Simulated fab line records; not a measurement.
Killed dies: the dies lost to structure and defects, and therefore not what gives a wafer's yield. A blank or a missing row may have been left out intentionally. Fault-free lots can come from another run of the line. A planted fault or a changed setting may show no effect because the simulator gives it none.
Which of the tools did it? ; flow gf180mcu ; 42 wafers from 14 lots sampled at 3 of the route's 602 steps

== WHAT THE GAUGES SHOWED, per wafer ==
GF_VT_IMPLANT_OVL_MEAS_18.
lot;measured;on;VT_IMPLANT_01_OVL (nm)
L995;day 6 10:11;overlay-01;-0.3 0.3 0.5
L996;day 6 14:11;overlay-02;0.4 1.2 0.1
L998;day 7 07:33;overlay-01;1.1 2.6 1.3
L999;day 7 12:44;overlay-02;2.3 -0.1 1.5
L100;day 7 16:45;overlay-02;-2.4 2.0 -2.8
L102;day 8 10:33;overlay-02;-1.8 -1.6 -2.7
L104;day 8 18:25;overlay-02;-2.4 -1.8 -0.3
L105;day 8 23:44;overlay-01;-0.4 -0.9 2.0
L106;day 9 09:02;overlay-01;-0.5 -1.5 -1.4
L107;day 9 21:17;overlay-02;-0.6 0.6 1.2
L109;day 10 12:05;overlay-01;-0.2 2.3 0.5
L111;day 10 20:34;overlay-01;1.6 0.5 1.6
L112;day 11 05:37;overlay-01;0.6 0.9 1.3
L113;day 11 08:53;overlay-01;-1.4 -3.4 0.1

GF_VT_IMPLANT_RS_MEAS_49: measures by four-point-probe.
lot;measured;on;MVPSD_RS (ohm/sq)
L995;day 7 17:47;film-metro-02;1167 1168 1165
L996;day 7 21:41;film-metro-04;1170 1167 1169
L998;day 8 16:49;film-metro-02;1173 1169 1174
L999;day 8 22:36;film-metro-03;1169 1167 1169
L100;day 9 02:59;film-metro-04;1168 1166 1171
L102;day 9 21:16;film-metro-03;1171 1168 1167
L104;day 10 05:23;film-metro-03;1169 1174 1171
L105;day 10 12:02;film-metro-03;1170 1173 1176
L106;day 10 22:27;film-metro-04;1164 1166 1169
L107;day 11 10:05;film-metro-03;1173 1174 1174
L109;day 12 03:02;film-metro-04;1163 1168 1166
L111;day 12 11:57;film-metro-02;1188 1185 1188
L112;day 12 21:49;film-metro-04;1180 1181 1183
L113;day 13 00:11;film-metro-02;1165 1171 1169

== EACH LOT AND THE TOOL THAT RAN IT (in order: tool; ch and the chambers of the sampled wafers; start) ==
lot;GF_MVPSD_IMPLANT_09
L995;implanter-03 ch 0, day 5 06:12
L996;implanter-03 ch 0, day 5 10:07
L998;implanter-02 ch 0, day 6 01:44
L999;implanter-02 ch 0, day 6 06:25
L100;implanter-02 ch 0, day 6 10:07
L102;implanter-01 ch 0, day 7 02:34
L104;implanter-02 ch 0, day 7 09:49
L105;implanter-03 ch 0, day 7 14:43
L106;implanter-03 ch 0, day 8 00:33
L107;implanter-02 ch 0, day 8 10:49
L109;implanter-03 ch 0, day 9 00:21
L111;implanter-03 ch 0, day 9 08:35
L112;implanter-03 ch 0, day 9 17:08
L113;implanter-02 ch 0, day 9 21:16
- GF_MVPSD_IMPLANT_09

== AS READ BY THE TOOLS THEMSELVES (means over the sampled wafers that have a number; for cases with no such wafer, the mark the record gives instead) ==
The record holds no such reading with a usual standard deviation.

== THE ANSWER, worked out from the rows above alone ==
Rule: the usual values come from the lots themselves. The widest of any qualifying gaps counts: lots, ordered by their means at a reading, are off when they make up no more than a third of the lots, leave a main group of 4 or more, and stand apart from it by 3 or more times the standard deviation of that group's means. The tables above print the reading to a certain number of digits; a main group whose means all agree to those digits is not used. A lot without any number at a reading at which 4 lots or more have one is off too. Where the step has rows for the other lots, those lots are counted as sound. The gauges are gone through in route order, then the tools' own readings, and for those a lot's mean is taken as printed above. The first step at which some lot is off is used, and at that step the reading that is off furthest; a lot without a number counts as furthest.
Off: L111, L112, at GF_VT_IMPLANT_RS_MEAS_49 (MVPSD_RS). For the main group the mean is 1169 ohm/sq and the standard deviation 2.5.
If a tool, at a process step before that reading, ran all the lots that are off and no sound lot after the first of them, it fits. The gauges at GF_VT_IMPLANT_RS_MEAS_49 are tried like those tools. One fits: GF_MVPSD_IMPLANT_09 on implanter-03. Its last sound lot is L109 (day 9 00:21), its first lot that is off L111 (day 9 08:35): a fault that began between those two fits.

== WHAT WAS PUT IN BY THE SIMULATOR ==
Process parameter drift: implanter-03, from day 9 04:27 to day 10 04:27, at GF_MVPSD_IMPLANT_09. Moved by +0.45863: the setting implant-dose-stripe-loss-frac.
Lots struck among those shown: L111, L112. This agrees with what the rule above found.
